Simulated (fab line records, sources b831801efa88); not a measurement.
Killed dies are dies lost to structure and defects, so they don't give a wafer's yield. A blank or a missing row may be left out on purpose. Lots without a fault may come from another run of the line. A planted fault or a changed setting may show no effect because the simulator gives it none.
Which tool did it? | flow sky130 | 24 lots, 72 wafers sampled, at 6 steps of a route of 708

WHAT THE GAUGES READ, wafer by wafer
SKY_VT_ADJUST_LVTN_TW_MEAS_21. Usual: VT_ADJUST_LVTN_2_TW 188.4, standard deviation 1.5.
lot  | measured     | on            | VT_ADJUST_LVTN_2_TW | flag
L074 | day 7 21:15  | film_metro-02 | 189.2 187.7 188.6   |
L075 | day 8 02:22  | film_metro-01 | 189.8 190.1 189.2   |
L076 | day 8 09:56  | film_metro-01 | 189.8 189.2 189.3   |
L077 | day 8 17:04  | film_metro-02 | 188.0 188.8 187.8   |
L078 | day 9 00:05  | film_metro-04 | 186.1 185.8 185.8   |
L079 | day 9 06:38  | film_metro-01 | 191.1 191.2 192.0   |
L080 | day 9 11:04  | film_metro-02 | 188.8 189.5 187.9   |
L081 | day 9 19:34  | film_metro-01 | 191.2 191.7 191.3   |
L082 | day 10 03:41 | film_metro-01 | 189.4 190.2 190.5   |
L083 | day 10 07:32 | film_metro-02 | 187.6 188.3 188.9   |
L084 | day 10 16:01 | film_metro-02 | 188.6 189.2 188.4   |
L085 | day 10 21:24 | film_metro-04 | 187.3 187.6 187.2   |
L086 | day 11 04:23 | film_metro-01 | 188.9 188.6 188.3   |
L087 | day 11 09:10 | film_metro-04 | 186.9 186.4 186.9   |
L088 | day 11 17:23 | film_metro-04 | 187.4 188.0 188.1   |
L089 | day 12 01:39 | film_metro-01 | 189.2 189.8 189.8   |
L090 | day 12 15:23 | film_metro-04 | 185.5 186.7 186.2   |
L091 | day 12 21:17 | film_metro-01 | 188.8 189.2 188.7   |
L092 | day 12 23:58 | film_metro-02 | 188.4 188.0 188.4   |
L093 | day 13 12:32 | film_metro-01 | 189.0 189.2 189.0   |
L094 | day 13 12:39 | film_metro-02 | 189.0 187.6 186.5   |
L095 | day 13 22:02 | film_metro-01 | 188.6 189.8 188.5   |
L096 | day 14 04:06 | film_metro-04 | 186.8 187.2 186.9   |
L097 | day 14 08:52 | film_metro-04 | 186.6 186.9 186.9   |

SKY_VIA1_RS_MEAS_22: measures by four-point-probe. Usual: VIA1_W_RS 0.425 ohm/sq, standard deviation 0.0046.
lot  | measured     | on            | VIA1_W_RS (ohm/sq) | flag
L074 | day 34 08:53 | film_metro-01 | 0.418 0.422 0.424  |
L075 | day 34 15:29 | film_metro-01 | 0.431 0.430 0.424  |
L076 | day 34 19:37 | film_metro-03 | 0.423 0.423 0.426  |
L077 | day 35 06:16 | film_metro-01 | 0.419 0.420 0.415  |
L078 | day 36 05:31 | film_metro-01 | 0.422 0.421 0.421  |
L079 | day 36 03:12 | film_metro-03 | 0.424 0.432 0.429  |
L080 | day 36 04:02 | film_metro-02 | 0.425 0.431 0.428  |
L081 | day 36 22:26 | film_metro-02 | 0.429 0.420 0.426  |
L082 | day 37 09:49 | film_metro-03 | 0.424 0.417 0.422  |
L083 | day 37 11:01 | film_metro-01 | 0.426 0.431 0.425  |
L084 | day 37 14:28 | film_metro-02 | 0.424 0.428 0.424  |
L085 | day 37 19:32 | film_metro-03 | 0.426 0.431 0.419  |
L086 | day 38 03:47 | film_metro-02 | 0.425 0.430 0.428  |
L087 | day 38 10:14 | film_metro-02 | 0.423 0.431 0.425  |
L088 | day 38 21:14 | film_metro-02 | 0.418 0.418 0.419  |
L089 | day 39 01:07 | film_metro-02 | 0.435 0.426 0.426  |
L090 | day 39 17:58 | film_metro-02 | 0.421 0.425 0.424  |
L091 | day 39 23:41 | film_metro-01 | 0.437 0.427 0.429  |
L092 | day 39 22:04 | film_metro-02 | 0.429 0.427 0.419  |
L093 | day 40 06:46 | film_metro-03 | 0.423 0.421 0.420  |
L094 | day 40 10:05 | film_metro-01 | 0.421 0.431 0.422  |
L095 | day 40 15:54 | film_metro-03 | 0.424 0.420 0.419  |
L096 | day 41 01:13 | film_metro-01 | 0.422 0.424 0.424  |
L097 | day 41 07:09 | film_metro-02 | 0.433 0.431 0.427  |

SKY_CAP2M_THK_MEAS_01. Usual: CAP2M_CVD_00_THK 15.46 nm, standard deviation 0.25.
lot  | measured     | on            | CAP2M_CVD_00_THK (nm) | flag
L074 | day 40 01:35 | film_metro-04 | 15.56 15.86 15.47     |
L075 | day 40 08:55 | film_metro-04 | 15.92 15.58 15.49     |
L076 | day 40 12:17 | film_metro-04 | 15.44 15.59 15.58     |
L077 | day 40 21:40 | film_metro-02 | 15.33 15.16 15.36     |
L078 | day 41 18:01 | film_metro-01 | 15.15 15.30 15.31     |
L079 | day 41 17:19 | film_metro-04 | 15.35 15.31 15.36     |
L080 | day 41 17:35 | film_metro-04 | 15.76 15.85 15.51     |
L081 | day 42 12:19 | film_metro-02 | 15.22 15.12 15.42     |
L082 | day 42 19:54 | film_metro-01 | 15.23 15.45 15.89     |
L083 | day 42 20:23 | film_metro-04 | 14.90 15.27 15.11     |
L084 | day 43 02:32 | film_metro-04 | 15.45 15.59 15.92     |
L085 | day 43 06:43 | film_metro-04 | 15.25 16.01 15.62     |
L086 | day 43 13:08 | film_metro-02 | 15.51 15.71 15.89     |
L087 | day 43 18:35 | film_metro-01 | 15.50 15.15 15.72     |
L088 | day 44 04:31 | film_metro-04 | 15.24 15.34 15.79     |
L089 | day 44 16:34 | film_metro-04 | 15.05 14.99 15.50     |
L090 | day 44 22:55 | film_metro-01 | 15.04 15.46 15.32     |
L091 | day 45 06:19 | film_metro-01 | 15.01 15.38 15.57     |
L092 | day 45 04:11 | film_metro-04 | 15.61 15.92 15.76     |
L093 | day 45 11:47 | film_metro-02 | 15.57 15.38 15.96     |
L094 | day 45 14:32 | film_metro-04 | 15.54 15.70 15.63     |
L095 | day 45 20:09 | film_metro-01 | 15.22 15.16 15.20     |
L096 | day 46 04:44 | film_metro-04 | 15.55 15.35 15.86     |
L097 | day 46 09:28 | film_metro-02 | 15.14 15.45 15.48     |

WHICH TOOL RAN EACH LOT (tool, then ch and the chambers of the sampled wafers, then the start)
lot  | SKY_VIA2_ETCH_14                   | SKY_METAL3_ETCH_16                | SKY_METAL4_SPUTTER_04
L074 | rie_diel-04 ch 0,2,3, day 36 15:25 | rie_metal-04 ch 0,1, day 38 22:17 | pvd_sputter-02, day 40 01:31
L075 | rie_diel-03 ch 0,1,3, day 36 23:14 | rie_metal-04 ch 0,1, day 39 04:55 | pvd_sputter-04, day 40 08:49
L076 | rie_diel-04 ch 1,2,3, day 37 02:46 | rie_metal-03 ch 1, day 39 08:50   | pvd_sputter-01, day 40 12:13
L077 | rie_diel-04 ch 1,2,3, day 37 12:39 | rie_metal-04 ch 1, day 39 17:38   | pvd_sputter-04, day 40 21:35
L078 | rie_diel-01 ch 0,1,2, day 38 11:50 | rie_metal-04 ch 0,1, day 40 14:46 | pvd_sputter-04, day 41 17:56
L079 | rie_diel-04 ch 0,1,2, day 38 09:41 | rie_metal-02 ch 0,1, day 40 12:47 | pvd_sputter-02, day 41 17:13
L080 | rie_diel-04 ch 0,2, day 38 11:11   | rie_metal-02 ch 0,1, day 40 14:03 | pvd_sputter-02, day 41 17:31
L081 | rie_diel-01 ch 0,3, day 39 05:11   | rie_metal-02 ch 0,1, day 41 08:26 | pvd_sputter-04, day 42 12:14
L082 | rie_diel-03 ch 0,2,3, day 39 14:02 | rie_metal-04 ch 0,1, day 41 16:53 | pvd_sputter-01, day 42 19:50
L083 | rie_diel-03 ch 0,3, day 39 15:49   | rie_metal-03 ch 0, day 41 17:48   | pvd_sputter-01, day 42 20:18
L084 | rie_diel-04 ch 1,2,3, day 39 20:08 | rie_metal-02 ch 0, day 41 23:39   | pvd_sputter-04, day 43 02:28
L085 | rie_diel-03 ch 0,1, day 40 00:11   | rie_metal-04 ch 0, day 42 03:46   | pvd_sputter-01, day 43 06:38
L086 | rie_diel-04 ch 0,2, day 40 08:10   | rie_metal-04 ch 0, day 42 10:34   | pvd_sputter-01, day 43 13:04
L087 | rie_diel-04 ch 0,1,3, day 40 13:36 | rie_metal-02 ch 0, day 42 15:04   | pvd_sputter-02, day 43 18:30
L088 | rie_diel-04 ch 0,2, day 41 00:14   | rie_metal-02 ch 0,1, day 43 02:08 | pvd_sputter-02, day 44 04:26
L089 | rie_diel-03 ch 1,2, day 41 07:19   | rie_metal-02 ch 0,1, day 43 13:38 | pvd_sputter-04, day 44 16:29
L090 | rie_diel-03 ch 0,1, day 41 20:36   | rie_metal-03 ch 0, day 43 20:48   | pvd_sputter-02, day 44 22:50
L091 | rie_diel-01 ch 0,1, day 42 02:36   | rie_metal-02 ch 0,1, day 44 03:32 | pvd_sputter-04, day 45 06:15
L092 | rie_diel-04 ch 1,2, day 42 00:37   | rie_metal-04 ch 1, day 44 01:47   | pvd_sputter-01, day 45 04:06
L093 | rie_diel-04 ch 1,2, day 42 09:22   | rie_metal-03 ch 0,1, day 44 10:14 | pvd_sputter-01, day 45 11:43
L094 | rie_diel-04 ch 0,2, day 42 11:57   | rie_metal-04 ch 0,1, day 44 12:14 | pvd_sputter-04, day 45 14:28
L095 | rie_diel-04 ch 0,2,3, day 42 18:25 | rie_metal-03 ch 0,1, day 44 18:47 | pvd_sputter-04, day 45 20:05
L096 | rie_diel-03 ch 2,3, day 43 03:07   | rie_metal-02 ch 0,1, day 45 03:11 | pvd_sputter-04, day 46 04:40
L097 | rie_diel-03 ch 2, day 43 08:44     | rie_metal-04 ch 1, day 45 08:50   | pvd_sputter-04, day 46 09:23
- SKY_VIA2_ETCH_14: etches BARC in N2/H2, stops on SiO2, time 45.9 s, target depth 60 nm.
- SKY_METAL3_ETCH_16: etches BARC in N2/H2, stops on SiO2, time 88.2 s, target depth 60 nm.
- SKY_METAL4_SPUTTER_04: material TiN, target thk 70 nm, time 58.3 s.

WHAT THE TOOLS THEMSELVES READ (means of the sampled wafers that have a number; where no wafer has one, the mark that the record gives instead)
SKY_VIA2_ETCH_14. Usual: drypump_motor_current_A 5.5 A, standard deviation 0.42; h2_flow_sccm 200.1 sccm, standard deviation 0.65; oes_product_au 0.847 a.u., standard deviation 0.0051; throttle_valve_pct 13.225 %, standard deviation 0.0084.
lot  | tool        | drypump_motor_current_A (A) | h2_flow_sccm (sccm) | oes_product_au (a.u.) | throttle_valve_pct (%) | flag
L074 | rie_diel-04 | 5.3                         | 199.9               | 0.845                 | 13.220                 |
L075 | rie_diel-03 | 5.4                         | 199.7               | 0.848                 | 13.226                 |
L076 | rie_diel-04 | 5.7                         | 200.3               | 0.843                 | 13.226                 |
L077 | rie_diel-04 | 5.7                         | 200.8               | 0.848                 | 13.222                 |
L078 | rie_diel-01 | 5.4                         | 199.9               | 0.849                 | 13.214                 |
L079 | rie_diel-04 | 5.5                         | 200.8               | 0.848                 | 13.223                 |
L080 | rie_diel-04 | 5.3                         | 200.2               | 0.845                 | 13.215                 |
L081 | rie_diel-01 | 5.1                         | 200.5               | 0.841                 | 13.225                 |
L082 | rie_diel-03 | 5.7                         | 199.7               | 0.844                 | 13.213                 |
L083 | rie_diel-03 | 5.6                         | 199.7               | 0.850                 | 13.225                 |
L084 | rie_diel-04 | 5.7                         | 200.3               | 0.848                 | 13.217                 |
L085 | rie_diel-03 | 5.5                         | 200.4               | 0.842                 | 13.226                 |
L086 | rie_diel-04 | 5.1                         | 200.3               | 0.843                 | 13.221                 |
L087 | rie_diel-04 | 5.5                         | 200.4               | 0.849                 | 13.229                 |
L088 | rie_diel-04 | 5.3                         | 200.0               | 0.845                 | 13.219                 |
L089 | rie_diel-03 | 5.6                         | 200.4               | 0.845                 | 13.229                 |
L090 | rie_diel-03 | 5.5                         | 199.7               | 0.854                 | 13.230                 |
L091 | rie_diel-01 | 5.4                         | 200.0               | 0.843                 | 13.226                 |
L092 | rie_diel-04 | 6.0                         | 200.1               | 0.847                 | 13.225                 |
L093 | rie_diel-04 | 6.0                         | 199.6               | 0.846                 | 13.228                 |
L094 | rie_diel-04 | 5.3                         | 200.2               | 0.850                 | 13.222                 |
L095 | rie_diel-04 | 5.3                         | 200.4               | 0.852                 | 13.237                 |
L096 | rie_diel-03 | 5.7                         | 199.6               | 0.852                 | 13.229                 |
L097 | rie_diel-03 | 5.8                         | 200.1               | 0.850                 | 13.221                 |

SKY_METAL3_ETCH_16. Usual: drypump_motor_current_A 6.03 A, standard deviation 0.28; h2_flow_sccm 200.0 sccm, standard deviation 0.66; oes_product_au 0.626 a.u., standard deviation 0.0048; throttle_valve_pct 13.206 %, standard deviation 0.0092.
lot  | tool         | drypump_motor_current_A (A) | h2_flow_sccm (sccm) | oes_product_au (a.u.) | throttle_valve_pct (%) | flag
L074 | rie_metal-04 | 6.18                        | 200.1               | 0.628                 | 13.205                 |
L075 | rie_metal-04 | 6.02                        | 200.0               | 0.629                 | 13.216                 |
L076 | rie_metal-03 | 6.11                        | 200.6               | 0.629                 | 13.200                 |
L077 | rie_metal-04 | 6.31                        | 200.1               | 0.625                 | 13.200                 |
L078 | rie_metal-04 | 6.02                        | 200.1               | 0.619                 | 13.209                 |
L079 | rie_metal-02 | 5.88                        | 200.1               | 0.625                 | 13.203                 |
L080 | rie_metal-02 | 5.90                        | 200.0               | 0.626                 | 13.208                 |
L081 | rie_metal-02 | 5.89                        | 200.4               | 0.625                 | 13.208                 |
L082 | rie_metal-04 | 6.02                        | 199.4               | 0.624                 | 13.206                 |
L083 | rie_metal-03 | 6.21                        | 200.6               | 0.623                 | 13.194                 |
L084 | rie_metal-02 | 5.64                        | 200.4               | 0.627                 | 13.206                 |
L085 | rie_metal-04 | 5.85                        | 199.1               | 0.629                 | 13.205                 |
L086 | rie_metal-04 | 5.83                        | 199.6               | 0.625                 | 13.206                 |
L087 | rie_metal-02 | 5.67                        | 201.5               | 0.626                 | 13.205                 |
L088 | rie_metal-02 | 5.88                        | 199.7               | 0.624                 | 13.207                 |
L089 | rie_metal-02 | 5.90                        | 199.8               | 0.631                 | 13.194                 |
L090 | rie_metal-03 | 6.22                        | 199.8               | 0.624                 | 13.210                 |
L091 | rie_metal-02 | 5.93                        | 200.4               | 0.623                 | 13.205                 |
L092 | rie_metal-04 | 6.33                        | 200.0               | 0.627                 | 13.205                 |
L093 | rie_metal-03 | 6.17                        | 200.6               | 0.624                 | 13.211                 |
L094 | rie_metal-04 | 6.01                        | 199.8               | 0.626                 | 13.205                 |
L095 | rie_metal-03 | 6.15                        | 200.0               | 0.627                 | 13.206                 |
L096 | rie_metal-02 | 5.86                        | 200.4               | 0.625                 | 13.214                 |
L097 | rie_metal-04 | 6.30                        | 200.0               | 0.625                 | 13.197                 |

SKY_METAL4_SPUTTER_04. Usual: cathode_dc_power_W 6500.0 W, standard deviation 1.2; throttle_valve_pct 29.5 %, standard deviation 1.1.
lot  | tool           | cathode_dc_power_W (W) | throttle_valve_pct (%) | flag
L074 | pvd_sputter-02 | 6499.3                 | 30.7                   |
L075 | pvd_sputter-04 | 6499.8                 | 29.3                   |
L076 | pvd_sputter-01 | 6500.1                 | 28.9                   |
L077 | pvd_sputter-04 | 6500.2                 | 29.8                   |
L078 | pvd_sputter-04 | 6500.8                 | 29.2                   |
L079 | pvd_sputter-02 | 6499.6                 | 29.9                   |
L080 | pvd_sputter-02 | 6500.0                 | 30.8                   |
L081 | pvd_sputter-04 | 6499.3                 | 29.3                   |
L082 | pvd_sputter-01 | 6500.5                 | 29.2                   |
L083 | pvd_sputter-01 | 6499.8                 | 29.4                   |
L084 | pvd_sputter-04 | 6500.1                 | 29.3                   |
L085 | pvd_sputter-01 | 6500.2                 | 28.8                   |
L086 | pvd_sputter-01 | 6499.3                 | 29.3                   |
L087 | pvd_sputter-02 | 6499.6                 | 31.5                   |
L088 | pvd_sputter-02 | 6499.5                 | 30.8                   |
L089 | pvd_sputter-04 | 6498.4                 | 29.9                   |
L090 | pvd_sputter-02 | 6499.4                 | 29.4                   |
L091 | pvd_sputter-04 | 6500.0                 | 29.3                   |
L092 | pvd_sputter-01 | 6499.0                 | 28.8                   |
L093 | pvd_sputter-01 | 6500.9                 | 29.6                   |
L094 | pvd_sputter-04 | 6500.0                 | 29.8                   |
L095 | pvd_sputter-04 | 6500.5                 | 29.2                   |
L096 | pvd_sputter-04 | 6498.9                 | 29.3                   |
L097 | pvd_sputter-04 | 6501.2                 | 28.8                   |

THE ANSWER, worked out from the rows above alone
Rule: a lot is off if the mean of its wafers that have a number lies more than 3 standard deviations from the usual mean. A lot without any number at a reading at which 4 lots or more have one is off too. The other lots that the step has rows for count as sound. The gauges are gone through in route order, then the tools' own readings, and for those a lot's mean is taken as printed above. The first step at which some lot is off is used, and at that step the reading that is off furthest; a lot without a number counts as furthest.
No lot is off at any reading shown: from this, nothing can be told.

WHAT THE SIMULATOR HAD PUT IN
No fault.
